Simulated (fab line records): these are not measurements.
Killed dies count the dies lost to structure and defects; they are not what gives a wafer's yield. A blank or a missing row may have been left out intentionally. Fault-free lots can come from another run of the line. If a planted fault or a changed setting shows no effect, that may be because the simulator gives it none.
The tool behind it: which one? | flow sky130 | 12 lots with 36 wafers sampled at 5 steps, on a route of 708 steps

## WHAT THE GAUGES READ, wafer by wafer
SKY_VT_ADJUST_LVTN_OVL_MEAS_07. Usual: for VT_ADJUST_LVTN_OVL the level is -0.2 nm and the standard deviation is 1.2.
lot  | measured     | on         | VT_ADJUST_LVTN_OVL (nm) | flag
L469 | day 7 01:34  | overlay-01 | -0.5 0.0 0.0            |
L472 | day 7 18:46  | overlay-02 | 0.4 -0.3 1.5            |
L473 | day 8 02:48  | overlay-01 | -0.9 -0.9 -0.4          |
L474 | day 8 09:59  | overlay-02 | 0.4 0.4 0.7             |
L475 | day 8 13:25  | overlay-02 | 1.3 0.5 -0.7            |
L477 | day 9 20:39  | overlay-02 | 0.2 -1.3 -1.1           |
L480 | day 10 06:53 | overlay-02 | 2.2 0.6 2.3             |
L481 | day 10 07:52 | overlay-01 | 0.8 -1.6 1.3            |
L482 | day 10 12:26 | overlay-01 | -0.3 -1.2 1.5           |
L485 | day 11 10:14 | overlay-01 | -2.6 -2.3 -0.7          |
L490 | day 12 21:13 | overlay-02 | 1.2 -0.9 -0.6           |
L491 | day 13 00:16 | overlay-01 | -1.8 0.3 0.9            |

SKY_LDD_HVP_TW_MEAS_10. Usual: for LDD_HVP_TW the level is 457.5 and the standard deviation is 2.3.
lot  | measured     | on            | LDD_HVP_TW                          | flag
L469 | day 22 03:22 | film_metro-03 | 455.7 458.8 454.0                   |
L472 | day 23 02:11 | film_metro-02 | 459.7 461.6 462.3                   |
L473 | day 23 16:56 | film_metro-04 | 458.4 462.8 458.3                   |
L474 | day 23 23:23 | film_metro-02 | 456.5 459.2 459.6                   |
L475 | day 24 10:05 | film_metro-03 | 453.6 454.0 456.2                   |
L477 | day 26 00:55 | film_metro-02 | 461.0 456.1 458.3                   |
L480 | day 26 17:52 | film_metro-04 | 510.8 512.0 512.9 510.9 511.7 511.4 | OFF
L481 | day 26 15:40 | film_metro-03 | 506.6 506.1 507.1 509.6 507.1 511.6 | OFF
L482 | day 26 21:17 | film_metro-02 | 511.1 510.7 507.8 511.1 511.4 509.2 | OFF
L485 | day 27 20:52 | film_metro-04 | 461.6 461.8 461.1                   |
L490 | day 29 14:11 | film_metro-02 | 457.9 458.7 456.1                   |
L491 | day 29 18:20 | film_metro-03 | 453.6 454.3 455.1                   |

SKY_SPACER_THK_MEAS_01. Usual: for SPACER_CVD_00_THK the level is 43.2 nm and the standard deviation is 0.35.
lot  | measured     | on            | SPACER_CVD_00_THK (nm) | flag
L469 | day 23 13:22 | film_metro-01 | 43.4 43.2 43.6         |
L472 | day 24 11:17 | film_metro-04 | 42.5 43.0 43.1         |
L473 | day 25 01:36 | film_metro-03 | 43.3 43.4 43.5         |
L474 | day 25 07:56 | film_metro-04 | 42.4 42.6 42.6         |
L475 | day 25 18:11 | film_metro-03 | 43.4 43.2 43.5         |
L477 | day 27 08:13 | film_metro-03 | 43.1 43.0 43.2         |
L480 | day 28 01:11 | film_metro-04 | 43.1 43.0 42.7         |
L481 | day 27 22:56 | film_metro-04 | 43.0 43.5 43.2         |
L482 | day 28 04:29 | film_metro-03 | 43.3 43.4 42.8         |
L485 | day 29 04:28 | film_metro-03 | 43.1 42.8 43.0         |
L490 | day 30 20:33 | film_metro-04 | 43.0 43.2 42.8         |
L491 | day 31 00:54 | film_metro-01 | 42.9 43.1 43.3         |

## WHAT TOOL EACH LOT RAN ON (gives the tool, then ch and the chambers of the sampled wafers, and finally the start)
lot  | SKY_NWELL_RTA_28                 | SKY_LDD_HVP_IMPLANT_08
L469 | rtp_anneal-02 ch 0, day 5 11:31  | implanter-01 ch 0, day 22 03:07
L472 | rtp_anneal-02 ch 0, day 6 03:11  | implanter-01 ch 0, day 23 01:56
L473 | rtp_anneal-02 ch 0, day 6 10:44  | implanter-03 ch 0, day 23 16:41
L474 | rtp_anneal-02 ch 0, day 6 16:17  | implanter-01 ch 0, day 23 23:10
L475 | rtp_anneal-01 ch 0, day 6 20:19  | implanter-02 ch 0, day 24 09:52
L477 | rtp_anneal-01 ch 0, day 8 01:27  | implanter-02 ch 0, day 26 00:40
L480 | rtp_anneal-02 ch 0, day 8 11:11  | implanter-02 ch 0, day 26 17:37
L481 | rtp_anneal-01 ch 0, day 8 11:15  | implanter-02 ch 0, day 26 15:25
L482 | rtp_anneal-02 ch 0, day 8 16:06  | implanter-02 ch 0, day 26 21:05
L485 | rtp_anneal-01 ch 0, day 9 12:14  | implanter-01 ch 0, day 27 20:38
L490 | rtp_anneal-02 ch 0, day 10 19:29 | implanter-03 ch 0, day 29 13:56
L491 | rtp_anneal-01 ch 0, day 10 21:55 | implanter-03 ch 0, day 29 18:07
- SKY_NWELL_RTA_28: time 30 s.
- SKY_LDD_HVP_IMPLANT_08

## WHAT THE TOOLS THEMSELVES READ (means of the sampled wafers that have a number; where no wafer has one, the mark that the record gives instead)
SKY_NWELL_RTA_28. Usual: lamp_power_pct 25.30 %, standard deviation 0.051; wafer_temp_C_max 1054.8, standard deviation 0.95.
lot  | tool          | lamp_power_pct (%) | wafer_temp_C_max | flag
L469 | rtp_anneal-02 | 25.27              | 1054.8           |
L472 | rtp_anneal-02 | 25.32              | 1054.2           |
L473 | rtp_anneal-02 | 25.35              | 1054.2           |
L474 | rtp_anneal-02 | 25.33              | 1055.7           |
L475 | rtp_anneal-01 | 25.29              | 1054.5           |
L477 | rtp_anneal-01 | 25.31              | 1054.6           |
L480 | rtp_anneal-02 | 25.32              | 1054.5           |
L481 | rtp_anneal-01 | 25.34              | 1054.9           |
L482 | rtp_anneal-02 | 25.23              | 1055.7           |
L485 | rtp_anneal-01 | 25.34              | 1054.7           |
L490 | rtp_anneal-02 | 25.31              | 1055.1           |
L491 | rtp_anneal-01 | 25.30              | 1054.8           |

SKY_LDD_HVP_IMPLANT_08. Usual: dose_ions_cm2 1.6999e+13, standard deviation 2.2e+10; faraday_current_uA 96.2, standard deviation 2.
lot  | tool         | dose_ions_cm2 | faraday_current_uA | flag
L469 | implanter-01 | 1.6998e+13    | 97.3               |
L472 | implanter-01 | 1.7012e+13    | 95.9               |
L473 | implanter-03 | 1.7032e+13    | 96.9               |
L474 | implanter-01 | 1.6985e+13    | 98.6               |
L475 | implanter-02 | 1.6993e+13    | 95.7               |
L477 | implanter-02 | 1.6995e+13    | 96.0               |
L480 | implanter-02 | 2.4137e+13    | 133.3              | OFF
L481 | implanter-02 | 2.4177e+13    | 135.9              | OFF
L482 | implanter-02 | 2.4169e+13    | 137.4              | OFF
L485 | implanter-01 | 1.6999e+13    | 95.8               |
L490 | implanter-03 | 1.7002e+13    | 96.3               |
L491 | implanter-03 | 1.6998e+13    | 96.7               |

## THE ANSWER, worked out from the rows above alone
Rule: a lot counts as off when the mean over its wafers that have a number is more than 3 standard deviations away from the usual mean. Also off: a lot with no number at a reading for which 4 or more lots have one. The other lots that the step has rows for count as sound. After the gauges, taken in route order, come the tools' own readings; for these a lot's mean is taken, as printed above. The first step at which some lot is off is used, and at that step the reading that is off furthest; a lot without a number counts as furthest.
Off: L480, L481, L482, at SKY_LDD_HVP_TW_MEAS_10 (LDD_HVP_TW).
A tool fits if, at a process step before that reading, it ran every lot that is off, and no sound lot after the first of them. The gauges at SKY_LDD_HVP_TW_MEAS_10 aren't tried: what is off there is off at SKY_LDD_HVP_IMPLANT_08 too, on other tools, and a gauge's error can't cause that. One candidate fits, namely implanter-02 at SKY_LDD_HVP_IMPLANT_08. A fault onset in the window from L477 (day 26 00:40, its last sound lot) to L481 (day 26 15:25, its first lot off) fits.
The tool's own readings at SKY_LDD_HVP_IMPLANT_08 bear it out: on the lots that are off they differ by more than 5 times the standard deviation of the sound lots' means. dose_ions_cm2 reads 2.4161e+13 there against 1.7002e+13 on the sound lots; faraday_current_uA reads 135.5 there against 96.6 on the sound lots.

## WHAT THE SIMULATOR HAD PUT IN
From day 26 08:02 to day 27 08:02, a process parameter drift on implanter-02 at SKY_LDD_HVP_IMPLANT_08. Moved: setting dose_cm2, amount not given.
Struck lots among those shown: L480, L481, L482. This agrees with what the rule above found.
